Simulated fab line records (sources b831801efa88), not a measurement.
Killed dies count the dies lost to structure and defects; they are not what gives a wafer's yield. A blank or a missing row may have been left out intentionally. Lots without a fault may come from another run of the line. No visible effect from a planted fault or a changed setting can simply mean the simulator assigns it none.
Which tool did it? -- flow gf180mcu -- 13 lots, 39 wafers sampled, at 3 steps of a route of 602

== WHAT THE GAUGES READ, wafer by wafer ==
GF_STI_THK_MEAS_22. Usual: STI_OXIDATION_01_THK typically reads 14.81 nm, with standard deviation 0.21.
lot,measured,on,STI_OXIDATION_01_THK (nm),flag
L926,day 2 08:23,filmMetro-03,14.99 14.89 14.66,
L930,day 3 05:50,filmMetro-03,14.51 15.00 14.63,
L931,day 3 11:04,filmMetro-02,14.29 14.35 14.30,
L936,day 4 11:37,filmMetro-03,15.05 14.85 14.82,
L938,day 4 21:35,filmMetro-03,- - -,OFF
L939,day 5 03:37,filmMetro-03,- - -,OFF
L940,day 5 11:10,filmMetro-03,14.79 14.66 14.77,
L942,day 5 19:53,filmMetro-03,14.97 14.96 14.95,
L944,day 6 05:58,filmMetro-02,14.93 15.16 14.96,
L945,day 6 10:52,filmMetro-02,14.98 15.04 15.24,
L946,day 6 15:09,filmMetro-01,14.60 14.47 14.69,
L947,day 6 20:17,filmMetro-03,14.67 14.74 14.79,
L948,day 7 02:04,filmMetro-02,14.96 14.75 14.82,

GF_POLY_GATE_OVL_MEAS_11. Usual: POLY_GATE_OVL typically reads 0 nm, with standard deviation 5.9.
lot,measured,on,POLY_GATE_OVL (nm),flag
L926,day 9 11:16,overlay-02,11 10 2,
L930,day 10 13:47,overlay-01,-7 -3 -3,
L931,day 11 04:48,overlay-02,-6 -7 -4,
L936,day 12 12:59,overlay-01,10 6 11,
L940,day 13 19:10,overlay-01,6 -2 -1,
L942,day 14 05:26,overlay-02,4 6 -6,
L944,day 15 01:05,overlay-02,-3 -2 4,
L945,day 15 09:02,overlay-02,-1 -4 0,
L946,day 15 12:23,overlay-01,0 3 -8,
L947,day 15 17:20,overlay-01,-3 0 6,
L948,day 16 03:57,overlay-01,7 5 6,

== EACH LOT AND THE TOOL THAT RAN IT (in order: tool; ch and the chambers of the sampled wafers; start) ==
lot,GF_STI_CVD_03
L926,"lpcvd-01 ch 1, day 1 17:00"
L930,"lpcvd-02 ch 1, day 2 12:46"
L931,"lpcvd-02 ch 1, day 2 17:34"
L936,"lpcvd-02 ch 1, day 3 18:46"
L938,"lpcvd-02 ch 0, day 4 04:34"
L939,"lpcvd-01 ch 0, day 4 10:01"
L940,"lpcvd-02 ch 0, day 4 15:35"
L942,"lpcvd-01 ch 1, day 5 02:27"
L944,"lpcvd-01 ch 0, day 5 10:40"
L945,"lpcvd-02 ch 0, day 5 15:34"
L946,"lpcvd-02 ch 1, day 5 20:34"
L947,"lpcvd-02 ch 1, day 6 01:34"
L948,"lpcvd-02 ch 0, day 6 06:34"
- GF_STI_CVD_03: deposits Si3N4 from DCS/NH3, target thk 207.16 nm, time 3551 s.

== AS READ BY THE TOOLS THEMSELVES (means over the sampled wafers that have a number; for cases with no such wafer, the mark the record gives instead) ==
GF_STI_CVD_03. Usual: pressureMtorr 250.0 mTorr, standard deviation 0.56; spikeTcBottomC 788 C, standard deviation 5.2; susceptorTempC 769.9 C, standard deviation 0.34; zonePowerLowerPct 12.8 %, standard deviation 0.87.
lot,tool,pressureMtorr (mTorr),spikeTcBottomC (C),susceptorTempC (C),zonePowerLowerPct (%),flag
L926,lpcvd-01,249.9,786,769.9,14.2,
L930,lpcvd-02,249.7,785,769.9,12.2,
L931,lpcvd-02,250.7,784,769.8,12.3,
L936,lpcvd-02,249.9,785,770.5,12.3,
L938,lpcvd-02,-,-,-,-,OFF
L939,lpcvd-01,-,-,-,-,OFF
L940,lpcvd-02,249.4,784,770.1,12.9,
L942,lpcvd-01,250.1,787,770.0,14.5,
L944,lpcvd-01,250.1,796,769.7,12.2,
L945,lpcvd-02,250.0,784,770.0,13.1,
L946,lpcvd-02,249.2,784,770.2,12.2,
L947,lpcvd-02,250.5,785,769.4,12.2,
L948,lpcvd-02,250.4,784,769.9,13.0,

== THE ANSWER, worked out from the rows above alone ==
Rule: take the mean of a lot's wafers that have a number; if it is more than 3 standard deviations from the usual mean, the lot is off. Also off: a lot with no number at a reading for which 4 or more lots have one. Where the step has rows for the other lots, those lots are counted as sound. After the gauges, taken in route order, come the tools' own readings; for these a lot's mean is taken, as printed above. The first step at which some lot is off is used, and at that step the reading that is off furthest; a lot without a number counts as furthest.
Off: at GF_STI_THK_MEAS_22 (STI_OXIDATION_01_THK), L938, L939. Without a number there: L938, L939.
If a tool, at a process step before that reading, ran all the lots that are off and no sound lot after the first of them, it fits. The gauges at GF_STI_THK_MEAS_22 aren't tried: what is off there is off at GF_STI_CVD_03 too, on other tools, and a gauge's error can't cause that. Of those tried, none fits.

== WHAT THE SIMULATOR HAD PUT IN ==
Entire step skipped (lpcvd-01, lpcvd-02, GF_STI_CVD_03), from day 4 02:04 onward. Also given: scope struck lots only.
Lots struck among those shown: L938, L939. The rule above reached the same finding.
